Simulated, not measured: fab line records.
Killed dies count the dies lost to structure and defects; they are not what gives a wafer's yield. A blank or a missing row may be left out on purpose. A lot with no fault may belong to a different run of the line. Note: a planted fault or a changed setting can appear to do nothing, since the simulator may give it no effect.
A struck lot beside a sound one | flow sky130 | 13 out of 708 route steps
Sound: the wafers L694.1, L694.2, L694.3. Wafers struck: L712.1, L712.3, L712.5. The cause comes at the end.
Order at every step that has rows: each side's tool, ch and its chambers, its first start. Under that, the readings that differ: sound wafers | struck wafers | difference of the means | sigmas: that difference in standard deviations of wafers without a fault.
alike: words and numbers the same on both sides, and readings whose means are apart by under 2 such deviations; not compared: readings that were withheld, readings missing a value for some wafer, numbers with overlapping values and no deviation given by the record, and bounds like >300 which may hide the same value.
The two part at a step that has a row with sigmas, a row that says differs or no value, or rows on one side only. Numbers that don't overlap but have no deviation are shown without sigmas and don't part them. Lack of a reading on every wafer of one side parts them only where that side has two or more wafers.

first, 3 steps without rows for these wafers: SKY_FIELD_ISO_EXPOSE_10 (exposes mask FOM, target cd 150 nm); SKY_FIELD_ISO_PEB_11; SKY_FIELD_ISO_DEVELOP_12 (develop time 60 s).
SKY_FIELD_ISO_CD_MEAS_13: target cd 150 nm.
  sound on cd sem-02, day 2 09:02; struck on cd sem-01, day 7 11:59
  alike: cd nm
SKY_FIELD_ISO_ETCH_14: etches BARC in N2/H2, stops on SiO2, time 45.9 s, target depth 60 nm.
  sound on rie diel-03 ch 0,1,3, day 2 09:10; struck on rie diel-04 ch 0,2, day 7 12:07
  alike: drypump motor current A, oes product au, throttle valve pct
  not compared: rf hours counter h
SKY_FIELD_ISO_ETCH_15: etches the open film in CHF3/O2, stops on Si, target depth 180 nm, time 72 s.
  sound on rie diel-03 ch 0,1,3, day 2 09:12; struck on rie diel-04 ch 0,2, day 7 12:09
  alike: drypump motor current A, oes product au, throttle valve pct
  not compared: rf hours counter h
SKY_FIELD_ISO_STRIP_16: strips in O2/N2.
  sound on plasma asher-03 ch 0,1, day 2 09:15; struck on plasma asher-03 ch 0,1, day 7 12:13
  alike: drypump motor current A, oes product au, strip time to endpoint s
  not compared: rf hours counter h
SKY_FIELD_ISO_ETCH_17: etches Si in HBr/Cl2/O2, target depth 342 nm, time 97.7 s.
  sound on rie si-02 ch 1,2,3, day 2 09:21; struck on rie si-02 ch 0,2,3, day 7 12:19
  alike: HBr_flow_sccm, drypump motor current A, oes product au, throttle valve pct
  not compared: rf hours counter h
then, 4 steps without rows for these wafers: SKY_FIELD_ISO_WET_ETCH_18 (etches Si3N4 in H3PO4, target depth 25 nm, time 286 s); SKY_FIELD_ISO_CLEAN_19 (cleans in SC1/SC2, time 150 s); SKY_FIELD_ISO_CLEAN_20 (cleans in dHF, time 20 s); SKY_FIELD_ISO_WET_ETCH_21 (etches SiO2 in dHF, target depth 20 nm, time 400 s).
SKY_FIELD_ISO_OXIDATION_22: stabilise 600 s, purge 300 s, target thk 10 nm.
  sound on furnace-02 ch 0, day 2 09:43; struck on furnace-02, day 7 14:25
  no value came back on the struck wafers for ox temp c (C), ox temp c max, spike tc top C (C); on the sound wafers ox temp c (C) reads 949.8 949.4 949.0

== WHERE THEY PART ==
Only at SKY_FIELD_ISO_OXIDATION_22, within this record.

WHY: what the simulator had put in
Beginning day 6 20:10, the whole step at SKY_FIELD_ISO_OXIDATION_22 was skipped on furnace-02. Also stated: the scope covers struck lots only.
